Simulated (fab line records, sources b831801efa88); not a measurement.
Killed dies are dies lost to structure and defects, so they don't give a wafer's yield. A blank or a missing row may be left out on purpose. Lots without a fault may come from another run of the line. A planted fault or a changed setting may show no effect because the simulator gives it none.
A struck lot beside a sound one | flow gf180mcu | 18 steps out of a route of 602
Sound: wafers L450.1, L450.2, L450.6. Struck: wafers L463.1, L463.3, L463.5. The cause comes at the end.
At each step with rows: each side's tool, then ch and its chambers, then its first start. Under that, the readings that differ: sound wafers | struck wafers | difference of the means | sigmas: that difference in standard deviations of wafers without a fault.
alike: readings whose means differ by less than 2 such deviations, and words and numbers that are the same on both sides. not compared: withheld readings, readings that some wafer has no value for, bounds like >300 that may hide the same value, and numbers for which the record gives no deviation and whose values overlap.
The two part at a step that has a row with sigmas, a row that says differs or no value, or rows on one side only. Numbers that don't overlap but have no deviation are shown without sigmas and don't part them. A reading that every wafer of one side lacks parts them only if that side has two wafers or more.

first, 1 step without rows for these wafers: GF_V5_CMP_26 (polishes, stops on SiO2, t overpolish 15 s, target thk 0 nm).
GF_TOP_METAL_SPUTTER_00: material Ti, target thk 37.5 nm, time 150 s.
  sound on pvd_sputter-01, day 29 03:07; struck on pvd_sputter-04, day 32 17:27
  alike: cathode_dc_power_W, throttle_valve_pct
GF_TOP_METAL_SPUTTER_01: material TiN, target thk 30 nm, time 25 s.
  sound on pvd_sputter-01, day 29 03:13; struck on pvd_sputter-04, day 32 17:33
  alike: cathode_dc_power_W, throttle_valve_pct
GF_TOP_METAL_SPUTTER_02: material AlCu, target thk 900 nm, time 47.82 s.
  sound on pvd_sputter-01, day 29 03:15; struck on pvd_sputter-04, day 32 17:35
  alike: cathode_dc_power_W, throttle_valve_pct
GF_TOP_METAL_SPUTTER_03: material Ti, target thk 5 nm, time 3.3 s.
  sound on pvd_sputter-01, day 29 03:17; struck on pvd_sputter-04, day 32 17:38
  alike: cathode_dc_power_W, throttle_valve_pct
GF_TOP_METAL_SPUTTER_04: material TiN, target thk 25 nm, time 20.8 s.
  sound on pvd_sputter-01, day 29 03:19; struck on pvd_sputter-04, day 32 17:38
  alike: cathode_dc_power_W, throttle_valve_pct
GF_TOP_METAL_RS_MEAS_05: measures by four-point-probe.
  sound on film_metro-02, day 29 03:20; struck on film_metro-03, day 32 17:40
  alike: TOP_METAL_ALCU_RS
GF_TOP_METAL_THK_MEAS_06: measures by xrf.
  sound on film_metro-02, day 29 03:28; struck on film_metro-03, day 32 17:47
  alike: TOP_METAL_ALCU_THK
then, 4 steps without rows for these wafers: GF_TOP_METAL_DEHYDRATE_07 (time 60 s); GF_TOP_METAL_HMDS_08 (prime time 60 s); GF_TOP_METAL_COAT_09 (resist thk 1500 nm); GF_TOP_METAL_SOFTBAKE_10 (time 60 s).
GF_TOP_METAL_EXPOSE_11: exposes mask MetalTop, target cd 440 nm.
  sound on iline_stepper-02 ch 0, day 29 12:35; struck on iline_stepper-02 ch 0, day 33 01:58
  reading                           | sound                | struck            | difference | sigmas
  model.TOP_METAL.overlay_x_nm (nm) | 0.1352 0.1352 0.1352 | 40.49 40.49 40.49 | +40.35     |
  alike: mask
then, 2 steps without rows for these wafers: GF_TOP_METAL_PEB_12; GF_TOP_METAL_DEVELOP_13 (develop time 60 s).
GF_TOP_METAL_CD_MEAS_14: target cd 440 nm.
  sound on cd_sem-01, day 29 21:51; struck on cd_sem-02, day 33 09:59
  alike: cd_nm
GF_TOP_METAL_OVL_MEAS_15:
  sound on overlay-01, day 29 21:58; struck on overlay-02, day 33 10:18
  reading            | sound       | struck         | difference | sigmas
  TOP_METAL_OVL (nm) | 0.3 2.5 2.6 | 39.9 40.8 41.2 | +38.8      | +28
  not compared: hold
GF_PASSIVATION_PROBE_99:
  the record has rows for the sound wafers here (prober-02, day 30 19:58) and none for the struck ones

WHERE THEY PART
First at GF_TOP_METAL_OVL_MEAS_15; last, within this record, at GF_PASSIVATION_PROBE_99.

WHY: what the simulator had put in
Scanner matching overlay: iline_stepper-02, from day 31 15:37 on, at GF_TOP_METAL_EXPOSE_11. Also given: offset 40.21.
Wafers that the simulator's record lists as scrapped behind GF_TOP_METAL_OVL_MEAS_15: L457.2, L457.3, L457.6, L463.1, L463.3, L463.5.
